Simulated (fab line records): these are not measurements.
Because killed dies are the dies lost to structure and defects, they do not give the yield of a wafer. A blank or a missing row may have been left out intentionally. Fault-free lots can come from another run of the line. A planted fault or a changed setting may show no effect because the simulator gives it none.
The tool behind it: which one? || flow gf180mcu || Sampling: 10 lots, 30 wafers, 3 of 602 route steps

## WHAT EACH GAUGE READ, for each wafer
GF_TOP_METAL_RS_MEAS_05: measurement is done with a four-point probe.
{"lot": "L681", "measured": "day 27 00:30", "on": "filmMetro-03", "TOP_METAL_ALCU_RS (ohm/sq)": "0.0326 0.0323 0.0324"}
{"lot": "L684", "measured": "day 28 00:41", "on": "filmMetro-02", "TOP_METAL_ALCU_RS (ohm/sq)": "0.0323 0.0328 0.0324"}
{"lot": "L685", "measured": "day 28 12:18", "on": "filmMetro-01", "TOP_METAL_ALCU_RS (ohm/sq)": "0.0330 0.0330 0.0328"}
{"lot": "L686", "measured": "day 28 23:49", "on": "filmMetro-02", "TOP_METAL_ALCU_RS (ohm/sq)": "0.0323 0.0324 0.0318"}
{"lot": "L690", "measured": "day 30 03:34", "on": "filmMetro-03", "TOP_METAL_ALCU_RS (ohm/sq)": "0.0326 0.0322 0.0324"}
{"lot": "L693", "measured": "day 30 20:34", "on": "filmMetro-01", "TOP_METAL_ALCU_RS (ohm/sq)": "0.0328 0.0332 0.0607"}
{"lot": "L694", "measured": "day 31 04:31", "on": "filmMetro-02", "TOP_METAL_ALCU_RS (ohm/sq)": "0.0325 0.0327 0.0328"}
{"lot": "L696", "measured": "day 31 15:51", "on": "filmMetro-01", "TOP_METAL_ALCU_RS (ohm/sq)": "0.0330 0.0324 0.0603"}
{"lot": "L699", "measured": "day 32 11:09", "on": "filmMetro-01", "TOP_METAL_ALCU_RS (ohm/sq)": "0.0324 0.0325 0.0326"}
{"lot": "L703", "measured": "day 33 07:14", "on": "filmMetro-03", "TOP_METAL_ALCU_RS (ohm/sq)": "0.0324 0.0324 0.0323"}

## TOOL THAT RAN EACH LOT (tool first, then ch and the chambers of the sampled wafers, then the start)
{"lot": "L681", "GF_M5_STRIP_11": "plasmaAsher-03 ch 0,1, day 26 00:38", "GF_TOP_METAL_SPUTTER_02": "pvdSputter-03, day 27 00:22"}
{"lot": "L684", "GF_M5_STRIP_11": "plasmaAsher-04 ch 0,1, day 27 01:44", "GF_TOP_METAL_SPUTTER_02": "pvdSputter-04, day 28 00:35"}
{"lot": "L685", "GF_M5_STRIP_11": "plasmaAsher-03 ch 0,1, day 27 14:02", "GF_TOP_METAL_SPUTTER_02": "pvdSputter-04, day 28 12:13"}
{"lot": "L686", "GF_M5_STRIP_11": "plasmaAsher-03 ch 0,1, day 28 01:52", "GF_TOP_METAL_SPUTTER_02": "pvdSputter-03, day 28 23:41"}
{"lot": "L690", "GF_M5_STRIP_11": "plasmaAsher-04 ch 0, day 29 05:08", "GF_TOP_METAL_SPUTTER_02": "pvdSputter-04, day 30 03:27"}
{"lot": "L693", "GF_M5_STRIP_11": "plasmaAsher-03 ch 0,1, day 29 23:47", "GF_TOP_METAL_SPUTTER_02": "pvdSputter-04, day 30 20:29"}
{"lot": "L694", "GF_M5_STRIP_11": "plasmaAsher-04 ch 0,1, day 30 08:00", "GF_TOP_METAL_SPUTTER_02": "pvdSputter-03, day 31 04:26"}
{"lot": "L696", "GF_M5_STRIP_11": "plasmaAsher-03 ch 0,1, day 30 18:56", "GF_TOP_METAL_SPUTTER_02": "pvdSputter-04, day 31 15:43"}
{"lot": "L699", "GF_M5_STRIP_11": "plasmaAsher-04 ch 0,1, day 31 15:08", "GF_TOP_METAL_SPUTTER_02": "pvdSputter-03, day 32 11:04"}
{"lot": "L703", "GF_M5_STRIP_11": "plasmaAsher-02 ch 0,1, day 32 12:24", "GF_TOP_METAL_SPUTTER_02": "pvdSputter-01, day 33 07:07"}
- GF_M5_STRIP_11: strips in O2/N2.
- GF_TOP_METAL_SPUTTER_02: material AlCu, target thk 900 nm, time 47.82 s.

## THE ANSWER, worked out from the rows above alone
Rule: the lots themselves supply what counts as usual. The widest of any qualifying gaps counts: lots, ordered by their means at a reading, are off when they make up no more than a third of the lots, leave a main group of 4 or more, and stand apart from it by 3 or more times the standard deviation of that group's means. If all means in a main group match to the digits the tables above print for the reading, that group is not used. Also off: a lot with no number at a reading for which 4 or more lots have one. All remaining lots with rows at the step are treated as sound.
Off: at GF_TOP_METAL_RS_MEAS_05 (TOP_METAL_ALCU_RS), L693, L696. Mean 0.0325 ohm/sq and standard deviation 0.00021 in the main group.
A tool fits if, at a process step before that reading, it ran every lot that is off, and no sound lot after the first of them. Gauges at GF_TOP_METAL_RS_MEAS_05: tried the same way as those tools. This does not decide it: 2 tools fit, namely plasmaAsher-03 at GF_M5_STRIP_11 and pvdSputter-04 at GF_TOP_METAL_SPUTTER_02.

## WHAT HAD BEEN PUT IN BY THE SIMULATOR
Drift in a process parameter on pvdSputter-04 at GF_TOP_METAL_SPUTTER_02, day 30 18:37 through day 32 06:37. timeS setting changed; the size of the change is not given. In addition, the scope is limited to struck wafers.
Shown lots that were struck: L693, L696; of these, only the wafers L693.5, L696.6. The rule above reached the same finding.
